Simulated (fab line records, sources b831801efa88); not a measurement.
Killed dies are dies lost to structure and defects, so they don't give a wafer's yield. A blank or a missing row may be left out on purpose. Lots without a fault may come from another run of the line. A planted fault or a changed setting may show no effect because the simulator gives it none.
Chamber matching | flow sky130 | SKY_FIELD_ISO_ETCH_14 on rie_diel-03: 4 sister chambers
The step etches BARC in N2/H2, stops on SiO2, time 45.9 s, target depth 60 nm. 8 wafers are shown with their chamber, then 8 later ones without.

WAFERS WITH THEIR CHAMBER
wafer  | chamber | drypump_motor_current_A (A) | throttle_valve_pct (%)
L079.5 | 3       | 6.1                         | 13.239
L080.1 | 1       | 5.4                         | 13.224
L080.2 | 0       | 4.8                         | 13.220
L080.6 | 0       | 4.8                         | 13.228
L082.2 | 1       | 5.4                         | 13.222
L082.3 | 3       | 6.1                         | 13.224
L082.4 | 2       | 4.8                         | 13.216
L086.2 | 2       | 4.7                         | 13.206

WAFERS WITHOUT THEIR CHAMBER
wafer  | drypump_motor_current_A (A) | throttle_valve_pct (%)
L086.4 | 6.1                         | 13.227
L086.5 | 4.8                         | 13.228
L089.1 | 4.8                         | 13.231
L089.2 | 4.8                         | 13.229
L089.5 | 5.5                         | 13.237
L091.1 | 4.7                         | 13.223
L091.3 | 5.5                         | 13.228
L091.6 | 4.8                         | 13.219

WHICH CHAMBER EACH WENT THROUGH
wafer  | from the rows above     | in truth
L086.4 | 3                       | 3
L086.5 | 0                       | 0
L089.1 | 0                       | 0
L089.2 | 0                       | 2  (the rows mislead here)
L089.5 | 1                       | 1
L091.1 | can't be placed: 2 or 0 | 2
L091.3 | 1                       | 1
L091.6 | can't be placed: 0 or 2 | 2
Placed correctly: 5 of 8. Can't be placed from these rows: 2 (the true chamber is among the candidates in 2). Placed wrongly: 1.
How it was worked out, from the rows above alone: a wafer's distance from a chamber is the root of the sum, over the readings, of the square of ((its reading less the chamber's mean) divided by the reading's scatter). The wafer belongs to the nearest chamber; if the next one is less than 2 further off, it can't be placed. A chamber's mean is the mean of its shown wafers. The scatter: the root of (the sum of the squares of (reading less its chamber's mean) over the shown wafers, divided by (wafers less chambers)).
